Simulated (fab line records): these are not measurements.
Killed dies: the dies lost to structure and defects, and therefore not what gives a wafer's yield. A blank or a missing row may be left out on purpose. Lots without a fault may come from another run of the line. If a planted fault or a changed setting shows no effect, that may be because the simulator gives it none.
Which tool is to blame? | flow gf180mcu | route of 602 steps, sampled at 1 step: 13 lots, 39 wafers

WHAT THE GAUGES READ, wafer by wafer
GF_MIM_THK_MEAS_11: measures by xrf.
lot  | measured     | on            | MIM_ALCU_THK (nm)
L227 | day 24 07:21 | film-metro-04 | 198.4 197.7 200.9
L228 | day 24 20:25 | film-metro-04 | 202.0 200.3 201.4
L230 | day 25 09:26 | film-metro-03 | 201.7 201.7 200.8
L231 | day 25 17:19 | film-metro-02 | 201.8 201.6 204.6
L232 | day 26 00:38 | film-metro-04 | 198.1 199.1 199.0
L233 | day 26 15:01 | film-metro-03 | 198.7 199.4 198.3
L235 | day 27 03:36 | film-metro-03 | 201.2 197.3 199.1
L236 | day 27 07:58 | film-metro-02 | 200.8 200.3 201.0
L238 | day 28 00:28 | film-metro-03 | 197.0 199.4 199.9
L245 | day 30 06:35 | film-metro-02 | 197.6 201.7 199.0
L246 | day 30 12:53 | film-metro-04 | 198.3 197.8 196.3
L247 | day 30 17:17 | film-metro-04 | 202.7 200.6 204.9
L250 | day 31 13:11 | film-metro-03 | 198.1 200.1 199.5

TOOL THAT RAN EACH LOT (tool first, then ch and the chambers of the sampled wafers, then the start)
There is no process step in the record ahead of these readings.

WHAT THE TOOLS THEMSELVES READ (means of the sampled wafers that have a number; where no wafer has one, the mark that the record gives instead)
The record holds no such reading with a usual standard deviation.

THE ANSWER, worked out from the rows above alone
Rule: the usual values come from the lots themselves. Put in order of their means at a reading, lots are off if they are a third of the lots or fewer, leave a main group of 4 or more, and stand apart from it by a gap of 3 or more times the standard deviation of the main group's means; of several such gaps the widest counts. Not used: any main group whose means are identical at the precision the tables above print for the reading. A lot without any number at a reading at which 4 lots or more have one is off too. Any other lot the step has rows for is counted as sound. The gauges are gone through in route order, then the tools' own readings, and for those a lot's mean is taken as printed above. At the first step where some lot is off, the reading lying furthest off is the one used; lots without a number count as furthest.
No lot is off at any reading shown: from this, nothing can be told.

WHAT WAS PUT IN BY THE SIMULATOR
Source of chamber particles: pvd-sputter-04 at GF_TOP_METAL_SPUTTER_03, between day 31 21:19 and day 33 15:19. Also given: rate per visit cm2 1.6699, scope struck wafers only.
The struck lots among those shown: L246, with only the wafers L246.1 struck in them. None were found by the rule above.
